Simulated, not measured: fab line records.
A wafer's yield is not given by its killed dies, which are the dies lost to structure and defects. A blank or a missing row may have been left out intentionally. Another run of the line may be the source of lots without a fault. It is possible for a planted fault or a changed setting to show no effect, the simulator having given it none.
Commonality check across tools :: flow gf180mcu :: 12 lots and 36 wafers in the sample

## REASON FOR OPENING
Of 12 lots, 2 have the reading HV_LDD_RS flagged at GF_HV_LDD_RS_MEAS_53. No-fault wafers: 418.9 ohm/sq, standard deviation 1.1.
Rule: flag the lot when none of its wafers has a number, or when each of its wafers that has one lies beyond 4 standard deviations from that mean. The other lots count as sound.

lot: L582
measured: day 13 01:52
on: film-metro-04
HV_LDD_RS (ohm/sq), wafer by wafer: 419.7 419.0 419.4
flag: 

lot: L583
measured: day 13 07:40
on: film-metro-03
HV_LDD_RS (ohm/sq), wafer by wafer: 418.2 418.2 419.9
flag: 

lot: L584
measured: day 13 18:25
on: film-metro-02
HV_LDD_RS (ohm/sq), wafer by wafer: 419.5 419.3 418.2
flag: 

lot: L586
measured: day 14 11:07
on: film-metro-03
HV_LDD_RS (ohm/sq), wafer by wafer: 419.2 419.2 417.8
flag: 

lot: L588
measured: day 14 22:53
on: film-metro-03
HV_LDD_RS (ohm/sq), wafer by wafer: 418.7 417.0 418.3
flag: 

lot: L590
measured: day 15 20:30
on: film-metro-02
HV_LDD_RS (ohm/sq), wafer by wafer: 418.9 419.4 418.4
flag: 

lot: L592
measured: day 16 09:33
on: film-metro-04
HV_LDD_RS (ohm/sq), wafer by wafer: 419.3 419.7 418.4
flag: 

lot: L593
measured: day 16 16:43
on: film-metro-04
HV_LDD_RS (ohm/sq), wafer by wafer: 418.8 418.9 418.5
flag: 

lot: L595
measured: day 17 11:47
on: film-metro-03
HV_LDD_RS (ohm/sq), wafer by wafer: 418.9 418.2 418.4
flag: 

lot: L596
measured: day 18 03:11
on: film-metro-03
HV_LDD_RS (ohm/sq), wafer by wafer: 442.0 440.3 440.9
flag: FLAGGED

lot: L601
measured: day 19 18:05
on: film-metro-04
HV_LDD_RS (ohm/sq), wafer by wafer: 442.3 443.1 441.3
flag: FLAGGED

lot: L603
measured: day 20 03:04
on: film-metro-04
HV_LDD_RS (ohm/sq), wafer by wafer: 421.3 420.3 421.2
flag: 
The numbers of the flagged lots are 441.6 ohm/sq on average: +22.8 ohm/sq against the usual, or +21 standard deviations.

## LOT BY LOT: THE TOOL USED
Before the reading, the record contains 2 process steps out of a 602-step route. Every cell lists first the tool, next ch and the chambers used by the sampled wafers, and last the start.
lot: L582
flag: 
GF_POLY_GATE_ETCH_12: rie-diel-02 ch 0,3, day 9 19:30
GF_HV_LDD_IMPLANT_09: implanter-02 ch 0, day 10 15:47

lot: L583
flag: 
GF_POLY_GATE_ETCH_12: rie-diel-04 ch 1,2, day 10 00:41
GF_HV_LDD_IMPLANT_09: implanter-01 ch 0, day 10 20:05

lot: L584
flag: 
GF_POLY_GATE_ETCH_12: rie-diel-04 ch 1,3, day 10 11:30
GF_HV_LDD_IMPLANT_09: implanter-04 ch 0, day 11 07:10

lot: L586
flag: 
GF_POLY_GATE_ETCH_12: rie-diel-02 ch 2,3, day 11 00:08
GF_HV_LDD_IMPLANT_09: implanter-01 ch 0, day 11 21:59

lot: L588
flag: 
GF_POLY_GATE_ETCH_12: rie-diel-03 ch 0,3, day 11 11:38
GF_HV_LDD_IMPLANT_09: implanter-01 ch 0, day 12 07:40

lot: L590
flag: 
GF_POLY_GATE_ETCH_12: rie-diel-03 ch 0,1,2, day 12 05:18
GF_HV_LDD_IMPLANT_09: implanter-01 ch 0, day 13 04:40

lot: L592
flag: 
GF_POLY_GATE_ETCH_12: rie-diel-02 ch 0,2,3, day 12 18:00
GF_HV_LDD_IMPLANT_09: implanter-04 ch 0, day 13 15:53

lot: L593
flag: 
GF_POLY_GATE_ETCH_12: rie-diel-04 ch 0,2,3, day 13 00:03
GF_HV_LDD_IMPLANT_09: implanter-04 ch 0, day 13 22:02

lot: L595
flag: 
GF_POLY_GATE_ETCH_12: rie-diel-02 ch 2,3, day 13 14:38
GF_HV_LDD_IMPLANT_09: implanter-04 ch 0, day 14 15:34

lot: L596
flag: FLAGGED
GF_POLY_GATE_ETCH_12: rie-diel-04 ch 0,1,2, day 14 02:50
GF_HV_LDD_IMPLANT_09: implanter-04 ch 0, day 15 05:53

lot: L601
flag: FLAGGED
GF_POLY_GATE_ETCH_12: rie-diel-04 ch 0,2,3, day 15 16:43
GF_HV_LDD_IMPLANT_09: implanter-04 ch 0, day 16 17:05

lot: L603
flag: 
GF_POLY_GATE_ETCH_12: rie-diel-03 ch 1,2,3, day 16 02:25
GF_HV_LDD_IMPLANT_09: implanter-01 ch 0, day 17 02:17
What the steps here do:
- GF_POLY_GATE_ETCH_12: etches BARC in N2/H2.
- GF_HV_LDD_IMPLANT_09
- GF_HV_LDD_RS_MEAS_53: measures by four-point-probe.

## FLAGGED OVER TOTAL, TOOL BY TOOL (the gauges that took the reading come last)
step: GF_POLY_GATE_ETCH_12
tool: rie-diel-02
lots run: 4
flagged: 0
share of the flagged lots: none
sound lots run after its first flagged lot: -

step: GF_POLY_GATE_ETCH_12
tool: rie-diel-03
lots run: 3
flagged: 0
share of the flagged lots: none
sound lots run after its first flagged lot: -

step: GF_POLY_GATE_ETCH_12
tool: rie-diel-04
lots run: 5
flagged: 2
share of the flagged lots: all
sound lots run after its first flagged lot: 0

step: GF_HV_LDD_IMPLANT_09
tool: implanter-01
lots run: 5
flagged: 0
share of the flagged lots: none
sound lots run after its first flagged lot: -

step: GF_HV_LDD_IMPLANT_09
tool: implanter-02
lots run: 1
flagged: 0
share of the flagged lots: none
sound lots run after its first flagged lot: -

step: GF_HV_LDD_IMPLANT_09
tool: implanter-04
lots run: 6
flagged: 2
share of the flagged lots: all
sound lots run after its first flagged lot: 0

step: GF_HV_LDD_RS_MEAS_53
tool: film-metro-02
lots run: 2
flagged: 0
share of the flagged lots: none
sound lots run after its first flagged lot: -

step: GF_HV_LDD_RS_MEAS_53
tool: film-metro-03
lots run: 5
flagged: 1
share of the flagged lots: some
sound lots run after its first flagged lot: 0

step: GF_HV_LDD_RS_MEAS_53
tool: film-metro-04
lots run: 5
flagged: 1
share of the flagged lots: some
sound lots run after its first flagged lot: 1 (L603)

## WHAT IS ALLOWED BY THE TABLE
2 rows of the table ran every flagged lot: rie-diel-04 at GF_POLY_GATE_ETCH_12, implanter-04 at GF_HV_LDD_IMPLANT_09.
- rie-diel-04 at GF_POLY_GATE_ETCH_12: 2 of its 5 lots flagged. Last sound lot L593 at day 13 00:03, first flagged lot L596 at day 14 02:50; a fault beginning in between fits.
- implanter-04 at GF_HV_LDD_IMPLANT_09: 2 of its 6 lots flagged. Last sound lot L595 at day 14 15:34, first flagged lot L596 at day 15 05:53; a fault beginning in between fits. Its own readings (dose-ions-cm2) fall more than 4 standard deviations out on all wafers of the flagged lots.
Counting lots can't tell these 2 tools apart, because each fits a fault that began at some hour. More lots, or a look at what each step does to the wafer, might.

## WHAT WAS PUT IN BY THE SIMULATOR
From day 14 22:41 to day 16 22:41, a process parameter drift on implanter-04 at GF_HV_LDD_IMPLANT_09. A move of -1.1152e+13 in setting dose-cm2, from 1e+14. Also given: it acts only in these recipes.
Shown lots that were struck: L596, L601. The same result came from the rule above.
